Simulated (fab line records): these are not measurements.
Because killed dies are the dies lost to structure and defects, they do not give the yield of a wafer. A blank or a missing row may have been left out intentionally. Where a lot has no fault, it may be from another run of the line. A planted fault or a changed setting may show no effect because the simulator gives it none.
fab line records -- flow sky130
[record] lots = 11, wafers = 33, last_day = 50
route steps=708 shown FIELD_ISO@14 PWDE@55 PAD_OPEN@708
lots with no fault: from the same line, run without faults
start_h: hours from the record's opening day to when the first of the lot's shown wafers began -- wait_h: time in hours since the lot's previous step -- " repeats the value in the row above -- L1.1+2: one row covering several wafers at once -- - value missing, or start not given -- * or withheld: withheld -- < > ~ a bound
route shown NAME@n: names a module that has steps shown in the file, with the first one's number in the route -- usual: the fault-free wafers' mean and standard deviation -- same: alike in all rows -- chamber/n: place in a boat -- sites: each site's reading -- _std_site: how widely they spread, as a standard deviation -- _edge_site: mean of outer sites minus mean of inner sites -- radius_mm: for every site, how far away it sits from the centre of the wafer -- mask NAME#n: copy n -- behind: tool/chamber where the wafer was last shaped -- hold: why the lot was held/for how many hours/how that ended -- device: whichever transistor did not switch (one of n, p or np) -- end of line: at the end of the route, the tests of the same wafers -- a step with no rows: only its recipe -- killed: dies that structure and defects cost at the first sort, which is not the same as the wafer's yield -- map: dies across one wafer; x = killed, . = not, _ = none there
set.NAME: the setting as run; set.NAME@STEP: as run at that earlier step -- model.NAME: the simulator's own value behind a step, which no gauge read
one table for each step of the route and one row for each wafer, over a sample of lots
services: a tool's chamber out of use, with start hour (start_h, from the record's first day; less than 0 if before it), hours out, and reason
[[steps]]
[step SKY_FIELD_ISO_CD_MEAS_13]
[recipe] target_cd_nm = 150
[usual] cd_nm = 149.6/1.4
lot.wafer,tool,chamber,start_h,wait_h,cd_nm
L865.1,cd_sem-01,-,34.88,-,148.7
L865.4,cd_sem-01,-,34.88,-,149.6
L865.5,cd_sem-01,-,34.88,-,147.7
L866.1,cd_sem-02,-,34.92,-,152.0
L866.4,cd_sem-02,-,34.92,-,150.9
L866.5,cd_sem-02,-,34.92,-,151.3
L867.1,cd_sem-02,-,43.02,-,148.6
L867.4,cd_sem-02,-,43.02,-,147.9
L867.6,cd_sem-02,-,43.02,-,149.6
L868.1,cd_sem-02,-,49.73,-,148.2
L868.5,cd_sem-02,-,49.73,-,147.3
L868.6,cd_sem-02,-,49.73,-,147.4
L869.1,cd_sem-01,-,50.27,-,148.2
L869.2,cd_sem-01,-,50.27,-,150.0
L869.3,cd_sem-01,-,50.27,-,149.5
L871.2,cd_sem-01,-,60.51,-,149.6
L871.5,cd_sem-01,-,60.51,-,151.0
L871.6,cd_sem-01,-,60.51,-,151.5
L876.1,cd_sem-01,-,86.74,-,151.1
L876.5,cd_sem-01,-,86.74,-,150.5
L876.6,cd_sem-01,-,86.74,-,151.0
L879.1,cd_sem-01,-,102.84,-,149.7
L879.4,cd_sem-01,-,102.84,-,149.4
L879.6,cd_sem-01,-,102.84,-,149.4
L880.3,cd_sem-02,-,110.96,-,148.3
L880.5,cd_sem-02,-,110.96,-,147.6
L880.6,cd_sem-02,-,110.96,-,147.7
L881.2,cd_sem-02,-,113.44,-,150.1
L881.3,cd_sem-02,-,113.44,-,147.9
L881.6,cd_sem-02,-,113.44,-,148.6
L883.1,cd_sem-02,-,123.54,-,149.4
L883.5,cd_sem-02,-,123.54,-,149.3
L883.6,cd_sem-02,-,123.54,-,148.8
[step SKY_FIELD_ISO_ETCH_15]
[recipe] chemistry = CHF3/O2, target_depth_nm = 180, stop_on = Si, source_w = 600, bias_w = 200, pressure_mtorr = 40, chf3_flow_sccm = 50, O2_flow_sccm = 5, time_s = 72
[usual] chf3_flow_sccm = 49.98/0.15, drypump_motor_current_A = 5.6/0.41, oes_product_au = 0.944/0.0072, throttle_valve_pct = 8.844/0.0089
lot.wafer,tool,chamber,start_h,wait_h,chf3_flow_sccm,drypump_motor_current_A,oes_product_au,rf_hours_counter_h,throttle_valve_pct
L865.1,rie_diel-03,2,35.04,0.0,50.30,6.4,0.951,7,8.837
L865.4,rie_diel-03,1,35.04,0.0,49.87,5.5,0.955,118,8.859
L865.5,rie_diel-03,2,35.04,0.0,50.18,6.4,0.949,-,8.858
L866.1,rie_diel-04,3,35.08,0.0,50.18,6.2,0.947,119,8.839
L866.4,rie_diel-04,2,35.08,0.0,49.73,5.7,0.949,43,8.853
L866.5,rie_diel-04,1,35.08,0.0,50.19,5.3,0.939,-,8.842
L867.1,rie_diel-03,0,43.18,0.0,49.98,5.7,0.951,6,8.837
L867.4,rie_diel-03,2,43.18,0.0,50.27,6.4,0.940,7,8.837
L867.6,rie_diel-03,3,43.18,0.0,49.67,5.8,0.949,-,8.824
L868.1,rie_diel-04,2,49.89,0.0,49.71,5.7,0.952,43,8.820
L868.5,rie_diel-04,3,49.89,0.0,49.85,6.2,0.948,-,8.842
L868.6,rie_diel-04,2,49.89,0.0,49.62,5.7,0.944,-,8.823
L869.1,rie_diel-02,2,50.43,0.0,50.02,4.9,0.951,140,8.840
L869.2,rie_diel-02,1,50.43,0.0,49.93,5.5,0.952,113,8.850
L869.3,rie_diel-02,0,50.43,0.0,50.10,5.3,0.958,58,8.846
L871.2,rie_diel-02,0,60.65,0.0,49.93,5.3,0.941,58,8.859
L871.5,rie_diel-02,1,60.65,0.0,50.08,5.5,0.946,-,8.833
L871.6,rie_diel-02,0,60.65,0.0,50.20,5.3,0.943,-,8.838
L876.1,rie_diel-03,1,86.90,0.0,49.93,5.5,0.949,119,8.845
L876.5,rie_diel-03,2,86.90,0.0,49.85,6.4,0.946,-,8.833
L876.6,rie_diel-03,1,86.90,0.0,50.02,5.5,0.948,-,8.848
L879.1,rie_diel-02,1,103.00,0.0,49.86,5.5,0.950,114,8.853
L879.4,rie_diel-02,2,103.00,0.0,49.99,4.9,0.950,141,8.831
L879.6,rie_diel-02,3,103.00,0.0,49.89,5.8,0.949,-,8.844
L880.3,rie_diel-03,2,111.08,0.0,50.04,6.4,0.943,8,8.851
L880.5,rie_diel-03,2,111.08,0.0,50.05,6.4,0.942,-,8.848
L880.6,rie_diel-03,3,111.08,0.0,50.12,5.8,0.949,-,8.858
L881.2,rie_diel-02,0,113.58,0.0,49.72,5.3,0.939,59,8.847
L881.3,rie_diel-02,3,113.58,0.0,49.97,5.8,0.948,7,8.835
L881.6,rie_diel-02,1,113.58,0.0,50.10,5.5,0.943,-,8.833
L883.1,rie_diel-04,2,123.70,0.0,50.21,5.7,0.954,44,8.824
L883.5,rie_diel-04,3,123.70,0.0,50.28,6.3,0.953,-,8.842
L883.6,rie_diel-04,2,123.70,0.0,50.03,5.7,0.953,-,8.839
[step SKY_FIELD_ISO_CVD_24]
[recipe] material = SiO2, target_thk_nm = 595, temp_c = 650, sigma_open_frac = 0.3, time_s = 99.2, sih4_flow_sccm = 60, pressure_mtorr = 6
[usual] susceptor_temp_C = 650.0/0.32
lot.wafer,tool,chamber,start_h,wait_h,susceptor_temp_C
L866.1,hdpcvd-01,0,40.94,0.1,650.0
L866.4,hdpcvd-01,2,40.94,0.1,650.1
L866.5,hdpcvd-01,1,40.94,0.1,650.1
L865.1,hdpcvd-02,1,40.97,0.1,649.9
L865.4,hdpcvd-02,1,40.97,0.1,650.2
L865.5,hdpcvd-02,0,40.97,0.1,650.4
L867.1,hdpcvd-02,2,45.13,0.1,649.5
L867.4,hdpcvd-02,1,45.13,0.1,650.1
L867.6,hdpcvd-02,0,45.13,0.1,650.4
L868.1,hdpcvd-02,2,51.85,0.1,650.4
L868.5,hdpcvd-02,2,51.85,0.1,649.9
L868.6,hdpcvd-02,1,51.85,0.1,650.3
L869.1,hdpcvd-02,2,52.87,0.1,650.4
L869.2,hdpcvd-02,0,52.87,0.1,649.7
L869.3,hdpcvd-02,1,52.87,0.1,650.3
L871.2,hdpcvd-02,1,63.39,0.0,649.7
L871.5,hdpcvd-02,1,63.39,0.0,649.9
L871.6,hdpcvd-02,2,63.39,0.0,649.2
L876.1,hdpcvd-01,2,89.14,0.1,650.9
L876.5,hdpcvd-01,1,89.14,0.1,650.3
L876.6,hdpcvd-01,0,89.14,0.1,650.2
L879.1,hdpcvd-01,1,104.76,0.1,650.0
L879.4,hdpcvd-01,0,104.76,0.1,649.9
L879.6,hdpcvd-01,0,104.76,0.1,650.3
L880.3,hdpcvd-02,1,114.60,0.0,649.9
L880.5,hdpcvd-02,0,114.60,0.0,649.6
L880.6,hdpcvd-02,1,114.60,0.0,649.6
L881.2,hdpcvd-02,1,118.66,0.0,649.9
L881.3,hdpcvd-02,0,118.66,0.0,649.7
L881.6,hdpcvd-02,0,118.66,0.0,650.1
L883.1,hdpcvd-02,2,127.52,0.1,649.6
L883.5,hdpcvd-02,1,127.52,0.1,649.9
L883.6,hdpcvd-02,0,127.52,0.1,650.0
[step SKY_FIELD_ISO_THK_MEAS_25]
[recipe] reads = SiO2_of_FIELD_ISO_CVD_24
[usual] FIELD_ISO_CVD_24_THK = 594/7.1
lot.wafer,tool,chamber,start_h,wait_h,FIELD_ISO_CVD_24_THK[nm]
L866.1,film_metro-01,-,41.01,0.0,596
L866.4,film_metro-01,-,41.01,0.0,582
L866.5,film_metro-01,-,41.01,0.0,583
L865.1,film_metro-03,-,41.05,0.0,593
L865.4,film_metro-03,-,41.05,0.0,601
L865.5,film_metro-03,-,41.05,0.0,600
L867.1,film_metro-03,-,45.20,0.0,597
L867.4,film_metro-03,-,45.20,0.0,600
L867.6,film_metro-03,-,45.20,0.0,592
L868.1,film_metro-02,-,51.92,0.0,602
L868.5,film_metro-02,-,51.92,0.0,602
L868.6,film_metro-02,-,51.92,0.0,600
L869.1,film_metro-02,-,52.94,0.0,592
L869.2,film_metro-02,-,52.94,0.0,589
L869.3,film_metro-02,-,52.94,0.0,601
L871.2,film_metro-02,-,63.47,0.0,593
L871.5,film_metro-02,-,63.47,0.0,596
L871.6,film_metro-02,-,63.47,0.0,594
L876.1,film_metro-02,-,89.21,0.0,410
L876.5,film_metro-02,-,89.21,0.0,396
L876.6,film_metro-02,-,89.21,0.0,405
L879.1,film_metro-02,-,104.87,0.1,406
L879.4,film_metro-02,-,104.87,0.1,413
L879.6,film_metro-02,-,104.87,0.1,408
L880.3,film_metro-03,-,114.70,0.1,581
L880.5,film_metro-03,-,114.70,0.1,584
L880.6,film_metro-03,-,114.70,0.1,583
L881.2,film_metro-01,-,118.74,0.0,595
L881.3,film_metro-01,-,118.74,0.0,590
L881.6,film_metro-01,-,118.74,0.0,589
L883.1,film_metro-03,-,127.59,0.0,598
L883.5,film_metro-03,-,127.59,0.0,591
L883.6,film_metro-03,-,127.59,0.0,599
[step SKY_FIELD_ISO_CMP_27]
[recipe] stop_on = Si3N4, t_overpolish_s = 16, down_force_psi = 4, platen_rpm = 60, target_thk_nm = 457.8, pad_velocity_m_s = 0.94248
[usual] motor_current_A = 13.0/1.6, time_to_endpoint_s = 113/3.9
lot.wafer,tool,chamber,start_h,wait_h,motor_current_A,time_to_endpoint_s
L865.4,cmp-01,1,43.90,0.0,12.2,118
L865.1,cmp-01,3,43.90,0.0,15.8,115
L865.5,cmp-01,2,43.90,0.0,13.6,111
L866.1,cmp-02,1,43.95,0.1,13.5,113
L866.4,cmp-02,3,43.95,0.1,12.1,114
L866.5,cmp-02,0,43.95,0.1,9.9,115
L867.1,cmp-01,1,48.23,0.1,12.5,111
L867.4,cmp-01,2,48.23,0.1,13.4,110
L867.6,cmp-01,3,48.23,0.1,15.9,112
L868.1,cmp-01,0,53.48,0.0,14.1,121
L868.5,cmp-01,0,53.48,0.0,12.9,120
L868.6,cmp-01,1,53.48,0.0,12.9,114
L869.1,cmp-02,3,54.50,0.0,11.7,114
L869.2,cmp-02,0,54.50,0.0,10.2,116
L869.3,cmp-02,1,54.50,0.0,12.9,111
L871.2,cmp-02,3,67.53,0.1,11.6,113
L871.6,cmp-02,1,67.53,0.1,12.5,114
L871.5,cmp-02,2,67.53,0.1,13.2,115
L876.1,cmp-01,0,90.92,0.1,13.1,76
L876.5,cmp-01,1,90.92,0.1,12.9,77
L876.6,cmp-01,2,90.92,0.1,13.6,72
L879.1,cmp-02,1,107.54,0.0,12.9,73
L879.4,cmp-02,2,107.54,0.0,14.5,75
L879.6,cmp-02,1,107.54,0.0,13.0,74
L880.3,cmp-01,3,120.20,0.1,16.4,105
L880.6,cmp-01,1,120.20,0.1,12.3,109
L880.5,cmp-01,2,120.20,0.1,13.6,106
L881.3,cmp-01,0,122.85,0.0,13.5,111
L881.2,cmp-01,1,122.85,0.0,12.7,115
L881.6,cmp-01,0,122.85,0.0,13.5,113
L883.1,cmp-01,0,130.30,0.0,13.5,121
L883.6,cmp-01,0,130.30,0.0,12.9,122
L883.5,cmp-01,1,130.30,0.0,12.2,120
[step SKY_PWDE_TW_MEAS_10]
[usual] PWDE_TW = 374/4.7
lot.wafer,tool,chamber,start_h,wait_h,PWDE_TW
L865.1,film_metro-03,-,83.10,0.1,378
L865.4,film_metro-03,-,83.10,0.1,376
L865.5,film_metro-03,-,83.10,0.1,377
L866.1,film_metro-04,-,83.43,0.1,374
L866.4,film_metro-04,-,83.43,0.1,376
L866.5,film_metro-04,-,83.43,0.1,375
L867.1,film_metro-04,-,84.18,0.1,376
L867.4,film_metro-04,-,84.18,0.1,375
L867.6,film_metro-04,-,84.18,0.1,376
L868.1,film_metro-04,-,89.95,0.1,377
L868.5,film_metro-04,-,89.95,0.1,377
L868.6,film_metro-04,-,89.95,0.1,375
L869.1,film_metro-04,-,91.55,0.1,376
L869.2,film_metro-04,-,91.55,0.1,376
L869.3,film_metro-04,-,91.55,0.1,376
L871.2,film_metro-01,-,105.61,0.1,365
L871.5,film_metro-01,-,105.61,0.1,366
L871.6,film_metro-01,-,105.61,0.1,366
L876.1,film_metro-03,-,131.58,0.1,375
L876.5,film_metro-03,-,131.58,0.1,375
L879.1,film_metro-04,-,149.93,0.1,378
L879.4,film_metro-04,-,149.93,0.1,377
L879.6,film_metro-04,-,149.93,0.1,378
L880.3,film_metro-04,-,165.10,0.1,379
L880.5,film_metro-04,-,165.10,0.1,378
L880.6,film_metro-04,-,165.10,0.1,380
L881.2,film_metro-04,-,167.94,0.1,379
L881.3,film_metro-04,-,167.94,0.1,379
L881.6,film_metro-04,-,167.94,0.1,379
L883.1,film_metro-01,-,173.98,0.1,368
L883.5,film_metro-01,-,173.98,0.1,369
L883.6,film_metro-01,-,173.98,0.1,370
[step SKY_PAD_OPEN_PROBE_99]
[usual] killed_at_M0_to_M3 = 43/6.6, killed_at_M4_up = 3.1/1.9, killed_at_contacts = 24/5.2, killed_at_front_end = 16/4.5, killed_at_other = 0.4/0.62, killed_dies = 87/9, killed_on_rim = 17/3.7, killed_open = 48/7, killed_short = 39/6.2
[same] gross_dies = 492, killed_at_back_side = 0
lot.wafer,tool,chamber,start_h,wait_h,killed_at_M0_to_M3,killed_at_M4_up,killed_at_contacts,killed_at_front_end,killed_at_other,killed_dies,killed_on_rim,killed_open,killed_short
L865.1,prober-02,-,1103.19,0.1,47,4,20,28,0,99,23,54,45
L865.4,prober-02,-,1103.34,0.2,41,6,21,26,0,94,14,58,36
L865.5,prober-02,-,1103.39,0.2,41,1,26,18,0,86,16,51,35
L866.1,prober-01,-,1104.79,0.1,50,7,16,20,1,94,18,50,44
L866.4,prober-01,-,1104.94,0.2,42,3,18,14,0,77,18,49,28
L866.5,prober-01,-,1104.99,0.2,53,1,19,10,1,84,17,62,21
L867.1,prober-02,-,1108.02,0.1,42,6,31,16,0,95,19,55,40
L867.4,prober-02,-,1108.17,0.2,41,0,22,11,0,74,13,39,35
L867.6,prober-02,-,1108.27,0.2,46,3,14,13,1,77,8,46,31
L869.1,prober-01,-,1118.81,0.1,38,6,24,14,0,82,17,40,42
L869.2,prober-01,-,1118.86,0.1,43,2,27,9,0,81,16,50,31
L869.3,prober-01,-,1118.91,0.2,55,2,25,25,0,107,21,58,49
L868.1,prober-02,-,1119.45,0.1,56,2,34,16,1,109,26,52,57
L868.5,prober-02,-,1119.65,0.2,34,2,20,12,0,68,9,33,35
L868.6,prober-02,-,1119.70,0.2,45,7,27,13,0,92,17,50,42
L871.2,prober-02,-,1132.52,0.1,38,2,24,19,0,83,16,44,37
L871.5,prober-02,-,1132.67,0.2,31,3,29,25,1,89,19,52,36
L871.6,prober-02,-,1132.72,0.2,42,2,31,13,0,88,19,45,42
L876.1,prober-02,-,1152.15,0.1,43,0,32,259,2,336,94,49,41
L876.5,prober-02,-,1152.35,0.2,48,2,26,252,1,329,94,48,47
L876.6,prober-02,-,1152.40,0.2,44,4,28,270,0,346,96,56,42
L879.1,prober-01,-,1178.23,0.1,45,1,36,255,1,338,94,51,45
L879.4,prober-01,-,1178.38,0.2,38,4,28,243,1,314,93,45,39
L879.6,prober-01,-,1178.48,0.2,58,1,29,251,1,340,94,58,45
L880.3,prober-02,-,1183.27,0.2,44,3,28,14,0,89,20,50,39
L880.5,prober-02,-,1183.37,0.2,51,6,22,17,0,96,19,51,45
L880.6,prober-02,-,1183.42,0.2,48,4,26,18,0,96,17,52,44
L881.2,prober-01,-,1196.61,0.1,46,1,16,19,1,83,15,45,38
L881.3,prober-01,-,1196.66,0.2,38,3,31,15,0,87,11,48,39
L881.6,prober-01,-,1196.81,0.2,40,2,24,21,1,88,15,54,34
L883.1,prober-01,-,1207.13,0.1,45,4,21,11,0,81,22,44,37
L883.5,prober-01,-,1207.33,0.2,43,4,20,11,0,78,16,45,33
L883.6,prober-01,-,1207.38,0.2,34,2,23,13,0,72,14,37,35
// killed by level:class
L865.1 VIA1:geometric_particle:open=10 CONTACT:geometric_particle:open=9 METAL1:geometric_particle:short=9 POLY_GATE:geometric_particle:open=7 VIA2:geometric_particle:open=6 METAL2:geometric_particle:short=6 FIELD_ISO:geometric_particle:short=5 LI_CONTACT:geometric_particle:open=5
L865.4 VIA1:geometric_particle:open=11 POLY_GATE:geometric_particle:open=10 VIA2:geometric_particle:open=9 CONTACT:geometric_particle:open=8 POLY_GATE:geometric_particle:short=7 VIA3:geometric_particle:open=5 CONTACT:geometric_particle:short=4 METAL2:geometric_particle:short=4
L865.5 VIA2:geometric_particle:open=11 LI_CONTACT:geometric_particle:open=8 VIA3:geometric_particle:open=7 SPACER:geometric_particle:open=6 LOCAL_INTERCONNECT:geometric_particle:short=6 CONTACT:geometric_particle:open=6 METAL1:geometric_particle:short=6 VIA1:geometric_particle:open=6
L866.1 VIA1:geometric_particle:open=11 VIA1:geometric_particle:short=8 CONTACT:geometric_particle:open=7 VIA3:geometric_particle:open=7 LI_CONTACT:geometric_particle:open=5 METAL2:geometric_particle:short=5 METAL4:geometric_particle:short=5 POLY_GATE:geometric_particle:open=4
L866.4 CONTACT:geometric_particle:open=12 VIA1:geometric_particle:open=10 VIA2:geometric_particle:open=8 VIA3:geometric_particle:open=7 FIELD_ISO:geometric_particle:short=5 VIA1:geometric_particle:short=4 METAL2:geometric_particle:short=4 POLY_CUT:geometric_particle:open=3
L866.5 VIA1:geometric_particle:open=18 VIA3:geometric_particle:open=11 CONTACT:geometric_particle:open=9 VIA2:geometric_particle:open=8 METAL2:geometric_particle:short=7 LI_CONTACT:geometric_particle:open=6 FIELD_ISO:geometric_particle:open=5 VIA1:geometric_particle:short=3
L867.1 CONTACT:geometric_particle:open=12 VIA3:geometric_particle:open=12 VIA1:geometric_particle:open=8 LI_CONTACT:geometric_particle:open=7 CONTACT:geometric_particle:short=6 POLY_GATE:geometric_particle:open=6 METAL2:geometric_particle:short=6 METAL4:geometric_particle:short=6
L867.4 VIA2:geometric_particle:open=9 VIA1:geometric_particle:short=8 VIA3:geometric_particle:open=6 CONTACT:geometric_particle:open=6 CONTACT:geometric_particle:short=6 VIA1:geometric_particle:open=6 LI_CONTACT:geometric_particle:open=5 LOCAL_INTERCONNECT:geometric_particle:short=4
L867.6 VIA1:geometric_particle:open=12 VIA2:geometric_particle:open=9 METAL1:geometric_particle:short=7 CONTACT:geometric_particle:open=6 VIA3:geometric_particle:short=5 VIA3:geometric_particle:open=4 VIA1:geometric_particle:short=4 FIELD_ISO:geometric_particle:open=3
L869.1 CONTACT:geometric_particle:open=12 VIA1:geometric_particle:open=9 FIELD_ISO:geometric_particle:short=8 LOCAL_INTERCONNECT:geometric_particle:short=5 VIA3:geometric_particle:open=5 VIA1:geometric_particle:short=4 METAL1:geometric_particle:short=4 METAL2:geometric_particle:short=4
L869.2 VIA1:geometric_particle:open=12 CONTACT:geometric_particle:open=9 LI_CONTACT:geometric_particle:open=8 CONTACT:geometric_particle:short=7 METAL1:geometric_particle:short=7 VIA3:geometric_particle:open=6 METAL2:geometric_particle:short=5 VIA2:geometric_particle:open=5
L869.3 VIA1:geometric_particle:open=13 CONTACT:geometric_particle:open=11 VIA1:geometric_particle:short=9 POLY_GATE:geometric_particle:open=7 POLY_GATE:geometric_particle:short=6 VIA3:geometric_particle:open=6 FIELD_ISO:geometric_particle:open=5 METAL2:geometric_particle:short=5
L868.1 CONTACT:geometric_particle:open=11 VIA3:geometric_particle:open=10 CONTACT:geometric_particle:short=9 VIA1:geometric_particle:open=9 VIA3:geometric_particle:short=8 METAL1:geometric_particle:short=8 VIA2:geometric_particle:open=7 LOCAL_INTERCONNECT:geometric_particle:short=7
L868.5 METAL1:geometric_particle:short=8 VIA1:geometric_particle:open=8 LI_CONTACT:geometric_particle:open=7 CONTACT:geometric_particle:open=5 POLY_GATE:geometric_particle:short=4 LOCAL_INTERCONNECT:geometric_particle:short=4 VIA1:geometric_particle:short=4 VIA2:geometric_particle:open=4
L868.6 CONTACT:geometric_particle:open=10 METAL1:geometric_particle:short=9 VIA3:geometric_particle:open=7 VIA1:geometric_particle:open=6 LI_CONTACT:geometric_particle:open=5 LOCAL_INTERCONNECT:geometric_particle:short=5 VIA2:geometric_particle:short=5 POLY_GATE:geometric_particle:open=4
L871.2 CONTACT:geometric_particle:open=10 METAL2:geometric_particle:short=8 VIA3:geometric_particle:open=8 VIA1:geometric_particle:open=7 LI_CONTACT:geometric_particle:open=5 METAL1:geometric_particle:short=4 POLY_GATE:geometric_particle:open=4 VIA1:geometric_particle:short=4
L871.5 LI_CONTACT:geometric_particle:open=10 VIA1:geometric_particle:open=9 CONTACT:geometric_particle:open=9 FIELD_ISO:geometric_particle:open=5 FIELD_ISO:geometric_particle:short=5 POLY_GATE:geometric_particle:short=5 VIA2:geometric_particle:open=5 CONTACT:geometric_particle:short=4
L871.6 CONTACT:geometric_particle:open=14 VIA1:geometric_particle:open=8 VIA2:geometric_particle:open=7 LI_CONTACT:geometric_particle:short=6 CONTACT:geometric_particle:short=6 METAL1:geometric_particle:short=5 FIELD_ISO:geometric_particle:short=4 LI_CONTACT:geometric_particle:open=4
L876.1 FIELD_ISO:area_cvd=245 CONTACT:geometric_particle:open=12 VIA1:geometric_particle:open=10 VIA2:geometric_particle:open=9 CONTACT:geometric_particle:short=7 VIA3:geometric_particle:open=6 POLY_GATE:geometric_particle:short=5 LI_CONTACT:geometric_particle:open=5
L876.5 FIELD_ISO:area_cvd=233 VIA1:geometric_particle:open=12 LOCAL_INTERCONNECT:geometric_particle:short=9 CONTACT:geometric_particle:open=8 VIA2:geometric_particle:open=7 POLY_GATE:geometric_particle:short=7 METAL1:geometric_particle:short=7 METAL2:geometric_particle:short=6
L876.6 FIELD_ISO:area_cvd=248 CONTACT:geometric_particle:open=14 VIA1:geometric_particle:open=7 VIA2:geometric_particle:open=7 VIA3:geometric_particle:open=7 FIELD_ISO:geometric_particle:short=6 POLY_GATE:geometric_particle:short=6 LI_CONTACT:geometric_particle:open=6
L879.1 FIELD_ISO:area_cvd=240 CONTACT:geometric_particle:open=14 VIA1:geometric_particle:open=11 CONTACT:geometric_particle:short=9 FIELD_ISO:geometric_particle:open=6 VIA1:geometric_particle:short=5 LOCAL_INTERCONNECT:geometric_particle:short=5 METAL3:geometric_particle:short=5
L879.4 FIELD_ISO:area_cvd=228 CONTACT:geometric_particle:open=8 VIA1:geometric_particle:open=8 VIA2:geometric_particle:open=7 LI_CONTACT:geometric_particle:short=6 LI_CONTACT:geometric_particle:open=6 POLY_GATE:geometric_particle:open=5 METAL2:geometric_particle:short=5
L879.6 FIELD_ISO:area_cvd=236 VIA1:geometric_particle:open=16 LI_CONTACT:geometric_particle:open=12 METAL2:geometric_particle:short=9 METAL1:geometric_particle:short=8 VIA3:geometric_particle:open=7 CONTACT:geometric_particle:short=6 CONTACT:geometric_particle:open=5
L880.3 VIA1:geometric_particle:open=10 CONTACT:geometric_particle:open=8 VIA3:geometric_particle:open=7 CONTACT:geometric_particle:short=7 LI_CONTACT:geometric_particle:open=6 VIA2:geometric_particle:open=6 FIELD_ISO:geometric_particle:short=5 METAL1:geometric_particle:short=5
L880.5 METAL2:geometric_particle:short=13 VIA1:geometric_particle:open=12 CONTACT:geometric_particle:open=11 VIA3:geometric_particle:open=10 POLY_GATE:geometric_particle:short=8 POLY_GATE:geometric_particle:open=5 LI_CONTACT:geometric_particle:open=4 METAL1:geometric_particle:short=4
L880.6 VIA1:geometric_particle:open=11 VIA1:geometric_particle:short=8 VIA2:geometric_particle:open=8 FIELD_ISO:geometric_particle:short=7 CONTACT:geometric_particle:open=7 LOCAL_INTERCONNECT:geometric_particle:short=6 LI_CONTACT:geometric_particle:open=6 METAL1:geometric_particle:short=6
L881.2 VIA1:geometric_particle:open=12 VIA3:geometric_particle:open=7 CONTACT:geometric_particle:open=6 FIELD_ISO:geometric_particle:open=5 FIELD_ISO:geometric_particle:short=5 METAL1:geometric_particle:short=5 VIA1:geometric_particle:short=5 VIA2:geometric_particle:open=5
L881.3 CONTACT:geometric_particle:open=14 VIA1:geometric_particle:open=11 METAL2:geometric_particle:short=10 LOCAL_INTERCONNECT:geometric_particle:short=6 LI_CONTACT:geometric_particle:open=5 VIA3:geometric_particle:open=5 VIA3:geometric_particle:short=4 CONTACT:geometric_particle:short=4
L881.6 LI_CONTACT:geometric_particle:open=11 CONTACT:geometric_particle:open=8 METAL1:geometric_particle:short=7 VIA3:geometric_particle:open=7 FIELD_ISO:geometric_particle:short=5 VIA2:geometric_particle:open=5 METAL2:geometric_particle:short=5 FIELD_ISO:geometric_particle:open=4
L883.1 CONTACT:geometric_particle:open=9 VIA1:geometric_particle:open=8 VIA3:geometric_particle:open=7 LI_CONTACT:geometric_particle:open=6 METAL2:geometric_particle:short=6 METAL1:geometric_particle:short=5 FIELD_ISO:geometric_particle:short=4 VIA2:geometric_particle:short=4
L883.5 VIA1:geometric_particle:open=11 CONTACT:geometric_particle:open=10 METAL2:geometric_particle:short=8 VIA2:geometric_particle:open=8 LI_CONTACT:geometric_particle:open=4 METAL1:geometric_particle:short=4 VIA3:geometric_particle:open=4 FIELD_ISO:geometric_particle:short=3
L883.6 LI_CONTACT:geometric_particle:open=8 CONTACT:geometric_particle:short=7 METAL3:geometric_particle:short=7 FIELD_ISO:geometric_particle:open=6 VIA3:geometric_particle:open=5 VIA1:geometric_particle:open=5 METAL2:geometric_particle:short=4 VIA2:geometric_particle:open=4
[[services]]
tool,chamber,start_h,hours,kind
rie_diel-03,1,22.51,5.6,repair
cmp-02,-,49.02,1.8,repair
cmp-01,-,64.00,4.0,pm
hdpcvd-02,-,66.75,15.0,pm
hdpcvd-02,0,66.75,15.0,vent_cycle
hdpcvd-02,1,66.75,15.0,vent_cycle
hdpcvd-02,2,66.75,15.0,vent_cycle
cmp-01,-,68.00,-,consumable_replace:conditioner
cmp-01,-,68.00,-,consumable_replace:pad
hdpcvd-02,0,81.75,-,clean
hdpcvd-02,1,81.75,-,clean
hdpcvd-02,2,81.75,-,clean
hdpcvd-01,2,104.51,19.6,repair
rie_diel-03,3,106.17,3.9,repair
cmp-02,-,127.65,0.7,repair
[[key]]
[first_sign] step = SKY_FIELD_ISO_THK_MEAS_25, reading = FIELD_ISO_CVD_24_THK, direction = down, sigmas = 26, usual = 594, struck = 406
[effect] step = SKY_FIELD_ISO_CMP_27, reading = time_to_endpoint_s, direction = down, sigmas = 9.9, usual = *, struck = *
[effect] step = SKY_PAD_OPEN_PROBE_99, reading = killed_at_front_end, direction = up, sigmas = 53, usual = 16, struck = 255
[more_kills_born_at] SKY_FIELD_ISO_CVD_24@hdpcvd-01 = 1430
met_at SKY_FIELD_ISO_CVD_24
struck_lots L876,L879
later_rows_left_out L876.6
tester_left_out L876,L879
not_acting_at SKY_FIELD_ISO_CD_MEAS_13,SKY_FIELD_ISO_ETCH_15,SKY_PWDE_TW_MEAS_10
onset_between 40.94 89.14
[fault] kind = process_parameter_drift, tool = hdpcvd-01, chamber = -, onset_h = 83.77, steps = SKY_FIELD_ISO_CVD_24, channel = target_thk_nm, offset = -189.64, shape = step, end_h = 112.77, acts_in = these_recipes_only, stated = 595
// tester_left_out: of these lots the tester's yield and bins aren't shown, on N5 and GAA mostly nor the transistor test; their killed dies are dies lost to structure and defects alone, not to doping, threshold or leakage, so they don't give the yield
// later_rows_left_out: the simulator's readings of these wafers behind a module that went badly wrong aren't trusted and aren't shown, but for the sort
